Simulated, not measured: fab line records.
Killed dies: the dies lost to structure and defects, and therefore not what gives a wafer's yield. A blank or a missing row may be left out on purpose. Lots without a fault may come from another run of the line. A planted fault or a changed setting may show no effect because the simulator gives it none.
fab line records	flow sky130
record: lots: 12	wafers: 36	last-day: 50
route steps=708 shown POLY_GATE@230 POLY_CUT@316 LI_CONTACT@364
lots untouched by any fault: they come from a run of this same line in which no faults occurred
start-h: the number of hours between the record's first day and the start of the first shown wafer of the lot	wait-h: hours from the lot's prior step to this one	" same as the row above	L1.1+2: one row covering several wafers at once	- either no value or no given start	* or withheld: withheld	< > ~ a bound
route shown NAME@n: a module of which the file shows steps, and the number in the route of the first	usual: mean/standard deviation of fault-free wafers	same: alike in all rows	chamber/n: place in a boat	sites: each site's reading	_std_site: standard deviation across them	_edge_site: the outer-site mean with the inner-site mean subtracted	radius-mm: how far each site lies from the wafer's centre	mask NAME#n: copy n	behind: the most recent tool/chamber to have shaped the wafer	hold: why the lot went on hold/how many hours it stayed there/how the hold came to an end	device: which transistor (n, p or np) failed to switch	end of line: at the end of the route, the tests of the same wafers	a step without rows: its recipe alone	killed: dies that structure and defects cost at the first sort, which is not the same as the wafer's yield	map: shows each die of a wafer: x if killed, . if not, _ if none is there
set.NAME: the setting the step ran with; set.NAME@STEP: the setting that earlier step ran with	model.NAME: the simulator's own value behind a step, which no gauge read
steps of the route over a sample of lots; a table a step, a row a wafer
services: the hour from which a tool's chamber was out of use, counted from the record's first day as start-h (under 0 if before that day), plus the number of hours and why
== steps ==
step: SKY_POLY_GATE_ETCH_16
recipe: stop-on: poly-Si	chemistry: CH3F/O2	target: Si3N4	source-w: 400	bias-w: 80	pressure-mtorr: 25	ch3f-flow-sccm: 40	O2_flow_sccm: 30	time-s: 147.5	target-depth-a: 750
usual: bias-w: 80.04/0.22	drypump-motor-current-A: 5.7/0.42	oes-product-au: 0.636/0.0048	throttle-valve-pct: 10.535/0.0087
lot.wafer	tool	chamber	start-h	wait-h	bias-w	drypump-motor-current-A	oes-product-au	rf-hours-counter-h	throttle-valve-pct
L926.1	rie-diel-02	0	380.92	0.0	79.82	5.4	0.632	36	10.526
L926.3	"	3	"	"	80.03	6.2	0.637	5	10.548
L926.5	"	2	"	"	80.10	6.1	0.645	-	10.535
L927.1	rie-diel-02	3	388.25	0.0	80.13	6.2	0.626	5	10.530
L927.2	"	1	"	"	79.99	6.2	0.639	102	10.546
L927.6	"	3	"	"	80.42	6.2	0.632	-	10.542
L928.1	rie-diel-03	2	391.17	0.0	79.98	5.7	0.639	55	10.545
L928.3	"	3	"	"	80.33	5.8	0.644	97	10.521
L928.6	"	2	"	"	80.14	5.7	0.640	-	10.531
L929.1	rie-diel-01	1	404.75	0.0	79.81	6.3	0.628	57	10.525
L929.4	"	2	"	"	79.71	5.8	0.639	2	10.516
L929.5	"	1	"	"	79.75	6.3	0.635	-	10.541
L938.2	rie-diel-03	2	517.47	0.0	80.13	5.7	0.643	57	10.530
L938.5	"	2	"	"	80.04	5.8	0.640	-	10.538
L938.6	"	1	"	"	79.84	5.1	0.641	-	10.527
L941.3	rie-diel-01	0	527.67	0.0	79.69	5.4	0.637	3	10.541
L941.4	"	1	"	"	80.06	6.3	0.640	60	10.533
L941.5	"	2	"	"	80.00	5.8	0.634	-	10.545
L942.2	rie-diel-02	0	543.66	0.0	80.13	5.3	0.634	40	10.544
L942.3	"	3	"	"	80.24	6.2	0.638	8	10.544
L942.5	"	0	"	"	80.09	5.3	0.630	-	10.536
L945.2	rie-diel-01	1	549.67	0.0	80.01	6.3	0.639	60	10.532
L945.3	"	2	"	"	79.82	5.8	0.632	5	10.540
L945.5	"	0	"	"	80.37	5.4	0.639	-	10.544
L944.3	rie-diel-03	2	551.57	0.0	80.25	5.7	0.628	59	10.538
L944.4	"	2	"	"	79.97	5.8	0.638	-	10.536
L944.6	"	1	"	"	80.10	5.1	0.637	-	10.524
L947.4	rie-diel-02	3	558.11	0.0	80.25	6.2	0.636	8	10.541
L947.5	"	0	"	"	79.85	5.3	0.638	-	10.531
L947.6	"	3	"	"	80.24	6.2	0.636	-	10.529
L946.2	rie-diel-03	2	562.70	0.1	80.41	5.8	0.634	59	10.541
L946.3	"	2	"	"	80.21	5.8	0.641	-	10.527
L946.5	"	2	"	"	80.16	5.8	0.635	-	10.533
L948.1	rie-diel-02	2	570.75	0.0	79.91	6.1	0.635	1	10.541
L948.4	"	1	"	"	79.83	6.2	0.629	2	10.524
L948.5	"	0	"	"	79.91	5.3	0.644	-	10.541
step: SKY_POLY_CUT_OVL_MEAS_09
usual: POLY_CUT_OVL: -1/4.3
lot.wafer	tool	chamber	start-h	wait-h	POLY_CUT_OVL[nm]
L926.1	overlay-02	-	567.41	0.1	3
L926.3	"	-	"	"	0
L926.5	"	-	"	"	-4
L927.1	overlay-02	-	579.55	0.1	5
L927.2	"	-	"	"	-5
L927.6	"	-	"	"	0
L928.1	overlay-01	-	581.45	0.1	1
L928.3	"	-	"	"	-6
L928.6	"	-	"	"	0
L929.1	overlay-01	-	590.45	0.1	-2
L929.4	"	-	"	"	-5
L929.5	"	-	"	"	-12
L938.2	overlay-02	-	698.26	0.1	-3
L938.5	"	-	"	"	-13
L938.6	"	-	"	"	-7
L941.3	overlay-02	-	708.93	0.1	0
L941.4	"	-	"	"	-8
L941.5	"	-	"	"	-3
L942.2	overlay-01	-	721.74	0.1	-4
L942.3	"	-	"	"	4
L942.5	"	-	"	"	5
L945.2	overlay-01	-	727.61	0.1	-1
L945.3	"	-	"	"	-8
L945.5	"	-	"	"	-9
L944.3	overlay-02	-	731.00	0.1	-4
L944.4	"	-	"	"	3
L944.6	"	-	"	"	6
L947.4	overlay-01	-	735.96	0.1	-8
L947.5	"	-	"	"	-3
L947.6	"	-	"	"	-12
L946.2	overlay-01	-	739.09	0.1	-1
L946.3	"	-	"	"	-8
L946.5	"	-	"	"	-2
L948.1	overlay-02	-	748.00	0.1	3
L948.4	"	-	"	"	-2
L948.5	"	-	"	"	2
step: SKY_LI_CONTACT_CMP_02
recipe: material: PSG	down-force-psi: 4	platen-rpm: 60	pad-velocity-m-s: 0.94248
usual: motor-current-A: 12.2/0.96	retaining-ring-pressure-frac: 1.000/0.0049	time-to-endpoint-s: 31.6/2.7
lot.wafer	tool	chamber	start-h	wait-h	motor-current-A	retaining-ring-pressure-frac	time-to-endpoint-s
L926.1	cmp-01	0	657.82	0.1	12.0	0.994	30.8
L926.3	"	3	"	"	12.1	0.993	27.7
L926.5	"	0	"	"	11.8	0.999	30.8
L927.2	cmp-02	3	667.48	0.0	13.2	1.002	36.5
L927.1	"	0	"	"	12.5	0.999	35.1
L927.6	"	3	"	"	11.4	1.003	36.0
L928.1	cmp-01	2	669.44	0.1	12.7	1.002	30.7
L928.3	"	3	"	"	12.1	1.007	30.5
L928.6	"	1	"	"	11.6	1.005	31.2
L929.1	cmp-02	0	678.21	0.1	13.6	1.003	35.0
L929.4	"	1	"	"	9.7	1.000	35.4
L929.5	"	0	"	"	13.4	1.002	38.3
L938.2	cmp-02	2	782.04	0.1	13.5	0.994	29.3
L938.6	"	0	"	"	13.6	0.999	39.9
L938.5	"	1	"	"	10.4	1.005	29.3
L941.4	cmp-01	1	792.27	0.1	11.3	1.001	29.7
L941.3	"	2	"	"	12.0	0.993	34.8
L941.5	"	1	"	"	12.3	1.003	28.6
L942.2	cmp-01	1	803.04	0.0	12.2	1.004	26.4
L942.3	"	3	"	"	12.2	0.996	28.0
L942.5	"	1	"	"	12.2	1.006	27.3
L945.2	cmp-01	1	810.88	0.1	12.5	0.999	30.3
L945.3	"	3	"	"	11.8	1.004	29.0
L945.5	"	0	"	"	12.0	1.000	34.5
L944.4	cmp-01	3	814.29	0.1	12.2	1.003	31.0
L944.3	"	0	"	"	11.6	0.993	31.7
L944.6	"	3	"	"	12.0	1.008	27.7
L947.4	cmp-01	2	818.86	0.0	12.8	1.008	32.6
L947.6	"	2	"	"	12.8	1.000	32.0
L947.5	"	3	"	"	12.0	0.992	29.5
L946.3	cmp-01	0	821.61	0.1	11.5	1.008	33.8
L946.2	"	1	"	"	11.8	0.996	27.8
L946.5	"	2	"	"	12.4	1.008	29.4
L948.1	cmp-01	1	830.24	0.1	12.5	0.997	26.3
L948.4	"	0	"	"	12.3	0.998	28.5
L948.5	"	1	"	"	12.0	1.000	25.1
step: SKY_LI_CONTACT_OVL_MEAS_13
usual: LI_CONTACT_OVL: 3/5.5
lot.wafer	tool	chamber	start-h	wait-h	LI_CONTACT_OVL[nm]
L926.1	overlay-01	-	686.69	0.1	-5
L926.3	"	-	"	"	-3
L926.5	"	-	"	"	-4
L927.1	overlay-02	-	696.41	0.1	-2
L927.2	"	-	"	"	4
L927.6	"	-	"	"	-3
L928.1	overlay-01	-	697.89	0.1	4
L928.3	"	-	"	"	3
L928.6	"	-	"	"	6
L929.1	overlay-01	-	706.94	0.1	5
L929.4	"	-	"	"	-1
L929.5	"	-	"	"	7
L938.2	overlay-02	-	808.86	0.1	-6
L938.5	"	-	"	"	-5
L938.6	"	-	"	"	4
L941.3	overlay-02	-	819.28	0.1	17
L941.4	"	-	"	"	9
L941.5	"	-	"	"	9
L942.2	overlay-02	-	829.94	0.1	1
L942.3	"	-	"	"	5
L942.5	"	-	"	"	9
L945.2	overlay-02	-	837.96	0.1	3
L945.3	"	-	"	"	-3
L945.5	"	-	"	"	0
L944.3	overlay-02	-	841.51	0.1	5
L944.4	"	-	"	"	6
L944.6	"	-	"	"	5
L947.4	overlay-02	-	846.26	0.1	7
L947.5	"	-	"	"	4
L947.6	"	-	"	"	11
L946.2	overlay-01	-	848.17	0.1	3
L946.3	"	-	"	"	-3
L946.5	"	-	"	"	2
L948.1	overlay-02	-	857.20	0.1	10
L948.4	"	-	"	"	5
L948.5	"	-	"	"	-2
step: SKY_LI_CONTACT_ETCH_15
recipe: target: PSG	chemistry: C4F8/O2/Ar	stop-on: Si	taper-deg: 4.15	mask-material: KrF-thick	source-w: 1500	bias-w: 1200	pressure-mtorr: 40	c4f8-flow-sccm: withheld	O2_flow_sccm: 6	Ar_flow_sccm: 300	time-s: withheld	target-depth-a: 6000
usual: bias-w: 1200/3.5	oes-product-au: 0.838/0.0044
lot.wafer	tool	chamber	start-h	wait-h	bias-w	oes-product-au
L926.1	rie-diel-04	3	686.77	0.0	1198	0.840
L926.3	"	2	"	"	1200	0.837
L926.5	"	0	"	"	1204	0.833
L927.1	rie-diel-01	2	696.49	0.0	1199	0.834
L927.2	"	1	"	"	1203	0.842
L927.6	"	1	"	"	1202	0.838
L928.1	rie-diel-04	3	697.97	0.0	1200	0.849
L928.3	"	0	"	"	1210	0.838
L928.6	"	2	"	"	1198	0.837
L929.1	rie-diel-04	1	707.02	0.0	1199	0.836
L929.4	"	0	"	"	1200	0.833
L929.5	"	1	"	"	1198	0.842
L938.2	rie-diel-03	0	808.93	0.0	1198	0.839
L938.5	"	1	"	"	1201	0.835
L938.6	"	0	"	"	1198	0.767
L941.3	rie-diel-03	3	819.34	0.0	1203	0.845
L941.4	"	0	"	"	1199	0.837
L941.5	"	3	"	"	1203	0.840
L942.2	rie-diel-01	0	830.02	0.0	1204	0.840
L942.3	"	3	"	"	1196	0.839
L942.5	"	3	"	"	1198	0.838
L945.2	rie-diel-01	1	838.03	0.0	1198	0.835
L945.3	"	2	"	"	1199	0.845
L945.5	"	2	"	"	1199	0.836
L944.3	rie-diel-04	0	841.58	0.0	1205	0.843
L944.4	"	1	"	"	1196	0.831
L944.6	"	3	"	"	1201	0.830
L947.4	rie-diel-04	1	846.32	0.0	1201	0.836
L947.5	"	3	"	"	1200	0.841
L947.6	"	0	"	"	1195	0.846
L946.2	rie-diel-04	0	848.24	0.0	1196	0.831
L946.3	"	2	"	"	1200	0.836
L946.5	"	0	"	"	1198	0.837
L948.1	rie-diel-03	1	857.28	0.0	1201	0.844
L948.4	"	3	"	"	1197	0.833
L948.5	"	1	"	"	1201	0.839
== services ==
tool	chamber	start-h	hours	kind
rie-diel-03	3	364.49	15.7	repair
cmp-01	-	372.06	5.8	repair
cmp-01	-	372.97	1.2	repair
cmp-01	-	374.99	0.3	repair
cmp-01	-	393.07	2.7	repair
rie-diel-03	1	394.21	4.1	repair
cmp-01	-	404.00	4.0	pm
rie-diel-03	-	420.62	2.8	pm
rie-diel-03	2	474.47	3.4	repair
cmp-01	-	483.52	0.8	repair
rie-diel-03	0	493.39	7.2	repair
cmp-01	-	495.84	4.8	pm
rie-diel-03	1	505.25	6.2	repair
cmp-01	-	526.24	1.7	repair
rie-diel-03	3	553.16	11.7	repair
rie-diel-03	0	558.79	4.5	repair
cmp-01	-	560.68	0.8	repair
cmp-01	-	582.28	21.2	pm
rie-diel-03	-	616.52	0.4	repair
cmp-01	-	639.23	1.9	repair
cmp-01	-	687.84	0.3	repair
rie-diel-03	2	701.85	4.1	repair
cmp-01	-	744.00	4.0	pm
cmp-01	-	748.00	5.9	pm
== key ==
first-sign: step: SKY_LI_CONTACT_CMP_02	reading: time-to-endpoint-s	direction: up	sigmas: 3.1	usual: *	struck: *
effect: step: SKY_LI_CONTACT_ETCH_15	reading: oes-product-au	direction: down	sigmas: 16	usual: 0.838	struck: 0.767
met-at SKY_LI_CONTACT_CMP_02
struck-lots L938
struck-wafers L938.6
tester-left-out L938
not-acting-at SKY_POLY_GATE_ETCH_16,SKY_POLY_CUT_OVL_MEAS_09,SKY_LI_CONTACT_OVL_MEAS_13
onset-between 678.21 782.04
fault: kind: process-parameter-drift	tool: cmp-02	chamber: 0	onset-h: 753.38	steps: SKY_LI_CONTACT_CMP_02	channel: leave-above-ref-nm	offset: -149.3	shape: step	end-h: 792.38	acts-in: these-recipes-only	stated: 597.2
tester-left-out: of these lots the tester's yield and bins aren't shown, on N5 and GAA mostly nor the transistor test; their killed dies are dies lost to structure and defects alone, not to doping, threshold or leakage, so they don't give the yield
